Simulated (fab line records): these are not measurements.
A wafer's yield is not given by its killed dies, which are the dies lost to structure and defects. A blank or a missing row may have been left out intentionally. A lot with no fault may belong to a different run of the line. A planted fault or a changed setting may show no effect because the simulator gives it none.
Which tool was responsible? | flow gf180mcu | Sampling: 13 lots, 39 wafers, 5 of 602 route steps

== WHAT EACH GAUGE READ, for each wafer ==
GF_HV_LDD_TW_MEAS_38.
lot  | measured     | on           | HV_LDD_3_TW
L405 | day 11 13:38 | filmMetro-03 | 1449 1446 1448
L406 | day 11 18:40 | filmMetro-04 | 1457 1459 1456
L407 | day 12 03:08 | filmMetro-03 | 1449 1449 1449
L408 | day 12 10:26 | filmMetro-03 | 1447 1458 1442
L409 | day 12 17:40 | filmMetro-04 | 1450 1443 1452
L412 | day 13 20:54 | filmMetro-01 | 1445 1458 1454
L413 | day 13 21:32 | filmMetro-01 | 1451 1453 1455
L415 | day 15 02:53 | filmMetro-03 | 1453 1457 1457
L416 | day 15 13:10 | filmMetro-01 | 1448 1443 1440
L421 | day 16 19:33 | filmMetro-04 | 1441 1437 1442
L423 | day 17 08:04 | filmMetro-01 | 1443 1442 1449
L427 | day 18 19:07 | filmMetro-01 | 1444 1450 1451
L428 | day 19 08:02 | filmMetro-03 | 1446 1447 1449

GF_NSD_CD_MEAS_07 targets a cd of 400 nm.
lot  | measured     | on       | cdNm (nm)
L405 | day 13 07:48 | cdSem-01 | 396.3 397.0 396.7
L406 | day 13 12:44 | cdSem-01 | 402.5 401.5 402.4
L407 | day 13 21:12 | cdSem-01 | 399.8 400.2 400.2
L408 | day 14 04:58 | cdSem-01 | 397.3 397.8 397.3
L409 | day 14 13:36 | cdSem-02 | 400.6 399.1 400.0
L412 | day 15 18:55 | cdSem-02 | 402.5 403.2 402.2
L413 | day 15 19:42 | cdSem-02 | 399.9 400.2 401.2
L415 | day 17 02:29 | cdSem-02 | 400.4 399.6 399.4
L416 | day 17 12:28 | cdSem-02 | 399.8 400.2 399.3
L421 | day 18 20:44 | cdSem-02 | - - -
L423 | day 19 10:56 | cdSem-01 | 399.2 399.4 397.7
L427 | day 20 23:43 | cdSem-01 | 402.5 401.7 402.8
L428 | day 21 10:44 | cdSem-02 | 403.3 404.2 403.7

GF_NSD_TW_MEAS_12.
lot  | measured     | on           | NSD_TW
L405 | day 13 08:21 | filmMetro-03 | 4263 4274 4303
L406 | day 13 13:17 | filmMetro-04 | 4299 4303 4285
L407 | day 13 21:45 | filmMetro-04 | 4291 4289 4269
L408 | day 14 05:31 | filmMetro-02 | 4255 4271 4273
L409 | day 14 14:08 | filmMetro-04 | 4299 4318 4301
L412 | day 15 19:28 | filmMetro-02 | 4211 4230 4213
L413 | day 15 20:14 | filmMetro-02 | 4226 4231 4208
L415 | day 17 03:02 | filmMetro-02 | 4250 4232 4226
L416 | day 17 13:02 | filmMetro-03 | 4285 4291 4284
L421 | day 18 21:17 | filmMetro-02 | 30 30 30
L423 | day 19 11:28 | filmMetro-02 | 4269 4275 4260
L427 | day 21 00:17 | filmMetro-02 | 4233 4245 4230
L428 | day 21 11:16 | filmMetro-03 | 4290 4287 4294

GF_M2_CD_MEAS_14 targets a cd of 280 nm.
lot  | measured     | on       | cdNm (nm)
L405 | day 19 04:24 | cdSem-02 | 281.4 280.8 281.0
L406 | day 19 07:55 | cdSem-01 | 278.3 279.4 278.3
L407 | day 19 19:23 | cdSem-02 | 280.1 280.4 281.0
L408 | day 20 05:29 | cdSem-02 | 279.2 279.4 278.9
L409 | day 20 13:20 | cdSem-01 | 278.4 279.2 280.7
L412 | day 21 22:49 | cdSem-02 | 280.5 281.2 280.1
L413 | day 21 23:25 | cdSem-02 | 281.6 280.8 280.6
L415 | day 23 06:56 | cdSem-01 | 280.5 280.9 280.6
L416 | day 23 16:04 | cdSem-01 | 279.0 279.4 279.5
L421 | day 25 00:37 | cdSem-01 | 277.3 277.9 278.3
L423 | day 25 11:59 | cdSem-02 | 279.2 280.5 279.9
L427 | day 26 20:26 | cdSem-02 | 280.1 280.1 280.6
L428 | day 27 06:44 | cdSem-01 | 280.6 280.6 280.5

== TOOL THAT RAN EACH LOT (tool first, then ch and the chambers of the sampled wafers, then the start) ==
lot  | GF_NSD_EXPOSE_04
L405 | ilineStepper-02 ch 0, day 12 22:06
L406 | ilineStepper-02 ch 0, day 13 02:46
L407 | ilineStepper-01 ch 0, day 13 11:05
L408 | ilineStepper-01 ch 0, day 13 19:26
L409 | ilineStepper-01 ch 0, day 14 03:02
L412 | ilineStepper-01 ch 0, day 15 07:49
L413 | ilineStepper-01 ch 0, day 15 08:32
L415 | ilineStepper-02 ch 0, day 16 15:28
L416 | ilineStepper-02 ch 0, day 17 01:52
L421 | ilineStepper-02 ch 0, day 18 09:35
L423 | ilineStepper-02 ch 0, day 18 22:49
L427 | ilineStepper-02 ch 0, day 20 12:04
L428 | ilineStepper-02 ch 0, day 20 23:07
- GF_NSD_EXPOSE_04: exposes mask Nplus, target cd 400 nm.

== WHAT THE TOOLS THEMSELVES READ (means of the sampled wafers that have a number; where no wafer has one, the mark that the record gives instead) ==
The record holds no such reading with a usual standard deviation.

== THE ANSWER, worked out from the rows above alone ==
Rule: what is usual is taken from the lots themselves. Put in order of their means at a reading, lots are off if they are a third of the lots or fewer, leave a main group of 4 or more, and stand apart from it by a gap of 3 or more times the standard deviation of the main group's means; of several such gaps the widest counts. The tables above print the reading to a certain number of digits; a main group whose means all agree to those digits is not used. A lot without any number at a reading at which 4 lots or more have one is off too. The other lots that the step has rows for count as sound. Order of review: gauges by route order, followed by the tools' own readings, for which a lot's mean as printed above is used. The first step at which some lot is off is used, and at that step the reading that is off furthest; a lot without a number counts as furthest.
Off at GF_NSD_CD_MEAS_07 (cdNm): L421. Without a number there: L421. The main group has a mean of 400.3 nm with a standard deviation of 2.
If a tool, at a process step before that reading, ran all the lots that are off and no sound lot after the first of them, it fits. The gauges at GF_NSD_CD_MEAS_07 aren't tried: what is off there is off at GF_NSD_TW_MEAS_12 too, on other tools, and a gauge's error can't cause that. No candidate that was tried fits.

== WHAT HAD BEEN PUT IN BY THE SIMULATOR ==
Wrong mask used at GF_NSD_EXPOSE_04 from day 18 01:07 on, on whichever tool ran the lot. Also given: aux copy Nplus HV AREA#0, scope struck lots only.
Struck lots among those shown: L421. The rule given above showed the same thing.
